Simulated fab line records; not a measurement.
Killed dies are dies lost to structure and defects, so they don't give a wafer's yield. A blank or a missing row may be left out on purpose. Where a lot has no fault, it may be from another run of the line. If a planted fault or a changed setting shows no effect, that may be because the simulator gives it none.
Which tool was responsible? | flow sky130 | Sampling: 13 lots, 39 wafers, 3 of 708 route steps

== WHAT THE GAUGES SHOWED, per wafer ==
SKY_FIELD_ISO_CD_MEAS_13: the cd target is 150 nm.
lot  | measured    | on        | cd-nm (nm)
L455 | day 2 09:38 | cd-sem-02 | 150.5 149.8 149.9
L456 | day 2 15:16 | cd-sem-02 | 147.9 147.7 148.2
L457 | day 2 21:51 | cd-sem-01 | 148.5 151.0 149.4
L458 | day 3 01:52 | cd-sem-01 | 151.0 150.9 150.0
L465 | day 4 14:11 | cd-sem-02 | 149.1 150.8 149.1
L467 | day 5 02:04 | cd-sem-01 | 151.1 150.5 149.9
L468 | day 5 06:25 | cd-sem-02 | 146.6 148.3 147.9
L469 | day 5 09:52 | cd-sem-01 | 152.4 150.3 149.2
L473 | day 6 08:02 | cd-sem-02 | 148.0 149.2 147.2
L474 | day 6 12:01 | cd-sem-01 | 149.9 149.0 150.1
L475 | day 6 18:43 | cd-sem-02 | 152.0 149.9 151.0
L476 | day 7 00:55 | cd-sem-01 | 149.3 149.5 150.8
L477 | day 7 07:04 | cd-sem-01 | 152.5 151.8 151.5

SKY_SONOS_TUNNEL_CD_MEAS_07: the cd target is 410 nm.
lot  | measured     | on        | cd-nm (nm)
L455 | day 11 18:20 | cd-sem-01 | 410.2 409.8 410.5
L456 | day 12 02:11 | cd-sem-01 | 406.2 409.4 408.9
L457 | day 12 09:57 | cd-sem-02 | 410.2 408.7 409.2
L458 | day 12 15:11 | cd-sem-02 | 410.9 413.1 413.1
L465 | day 14 22:53 | cd-sem-02 | 407.5 408.3 408.7
L467 | day 15 18:42 | cd-sem-01 | 410.4 412.4 412.6
L468 | day 16 01:00 | cd-sem-01 | 410.6 408.1 406.2
L469 | day 16 04:39 | cd-sem-01 | 411.8 410.6 409.6
L473 | day 17 17:38 | cd-sem-01 | 408.9 410.8 410.6
L474 | day 18 07:10 | cd-sem-02 | 412.0 410.9 412.7
L475 | day 18 13:35 | cd-sem-02 | 413.3 413.2 411.6
L476 | day 18 21:48 | cd-sem-01 | 406.6 407.2 407.6
L477 | day 19 03:49 | cd-sem-02 | 407.9 408.5 408.4

SKY_GATE_OXIDE_TW_MEAS_14.
lot  | measured     | on            | GATE_OXIDE_TW
L455 | day 14 05:01 | film-metro-03 | 224.4 224.4 225.2
L456 | day 14 16:38 | film-metro-01 | 222.1 222.3 222.1
L457 | day 14 20:35 | film-metro-04 | 224.7 224.9 224.2
L458 | day 15 03:17 | film-metro-04 | 226.1 227.0 225.1
L465 | day 17 18:59 | film-metro-03 | 223.8 222.4 222.4
L467 | day 18 15:28 | film-metro-03 | 222.0 221.5 221.1
L468 | day 18 19:51 | film-metro-01 | 227.5 227.2 226.8
L469 | day 19 06:34 | film-metro-01 | 226.3 226.6 227.1
L473 | day 20 16:35 | film-metro-01 | 227.0 226.9 227.0
L474 | day 21 04:30 | film-metro-01 | 225.8 228.5 227.3
L475 | day 21 13:25 | film-metro-03 | 221.9 222.2 222.1
L476 | day 21 21:52 | film-metro-03 | 221.5 221.7 222.3
L477 | day 22 04:28 | film-metro-03 | 225.8 224.3 224.6

== WHICH TOOL RAN EACH LOT (tool, then ch and the chambers of the sampled wafers, then the start) ==
Before these readings, the record contains no process step.

== AS READ BY THE TOOLS THEMSELVES (means over the sampled wafers that have a number; for cases with no such wafer, the mark the record gives instead) ==
The record holds no such reading with a usual standard deviation.

== THE ANSWER, worked out from the rows above alone ==
Rule: usual is defined by the lots themselves. Put in order of their means at a reading, lots are off if they are a third of the lots or fewer, leave a main group of 4 or more, and stand apart from it by a gap of 3 or more times the standard deviation of the main group's means; of several such gaps the widest counts. If all means in a main group match to the digits the tables above print for the reading, that group is not used. Also off: a lot with no number at a reading for which 4 or more lots have one. Any other lot the step has rows for is counted as sound. After the gauges, taken in route order, come the tools' own readings; for these a lot's mean is taken, as printed above. At the first step where some lot is off, the reading lying furthest off is the one used; lots without a number count as furthest.
None of the lots is off at any reading shown; this tells nothing.

== WHAT THE SIMULATOR HAD INSERTED ==
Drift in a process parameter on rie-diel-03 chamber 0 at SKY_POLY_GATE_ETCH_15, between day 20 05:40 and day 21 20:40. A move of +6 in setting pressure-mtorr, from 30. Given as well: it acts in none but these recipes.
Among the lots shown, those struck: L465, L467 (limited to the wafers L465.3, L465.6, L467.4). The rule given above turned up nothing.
